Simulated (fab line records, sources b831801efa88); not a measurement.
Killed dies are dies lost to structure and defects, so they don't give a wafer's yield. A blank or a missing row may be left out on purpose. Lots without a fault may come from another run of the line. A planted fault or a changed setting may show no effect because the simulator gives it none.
Which tool did it? | flow sky130 | 7 lots, 21 wafers sampled, at 2 steps of a route of 708

WHAT THE GAUGES READ, wafer by wafer
SKY_VT_ADJUST_LVTN_TW_MEAS_10.
lot  | measured     | on            | VT_ADJUST_LVTN_TW
L372 | day 7 11:52  | film_metro-02 | 237.8 238.6 239.0
L377 | day 9 05:32  | film_metro-03 | 240.4 242.1 240.2
L387 | day 11 23:40 | film_metro-03 | 241.9 241.7 242.5
L391 | day 12 15:54 | film_metro-04 | 241.1 239.5 239.3
L393 | day 13 02:00 | film_metro-04 | 241.5 242.2 242.0

WHICH TOOL RAN EACH LOT (tool, then ch and the chambers of the sampled wafers, then the start)
lot  | SKY_FIELD_ISO_CMP_27
L372 | cmp-01 ch 0,1,3, day 3 00:37
L377 | cmp-01 ch 0,1,2, day 4 04:33
L384 | cmp-01 ch 0,1, day 5 17:53
L386 | cmp-01 ch 0,1,3, day 6 03:46
L387 | cmp-01 ch 1,2, day 6 13:25
L391 | cmp-01 ch 1,2, day 6 23:13
L393 | cmp-02 ch 0,1,2, day 7 09:58
- SKY_FIELD_ISO_CMP_27: polishes, stops on Si3N4, t overpolish 16 s, target thk 457.8 nm.

THE ANSWER, worked out from the rows above alone
Rule: what is usual is taken from the lots themselves. Put in order of their means at a reading, lots are off if they are a third of the lots or fewer, leave a main group of 4 or more, and stand apart from it by a gap of 3 or more times the standard deviation of the main group's means; of several such gaps the widest counts. A main group whose means are all the same, to the digits that the tables above print for the reading, isn't used. A lot without any number at a reading at which 4 lots or more have one is off too. The other lots that the step has rows for count as sound.
No lot is off at any reading shown: from this, nothing can be told.

WHAT THE SIMULATOR HAD PUT IN
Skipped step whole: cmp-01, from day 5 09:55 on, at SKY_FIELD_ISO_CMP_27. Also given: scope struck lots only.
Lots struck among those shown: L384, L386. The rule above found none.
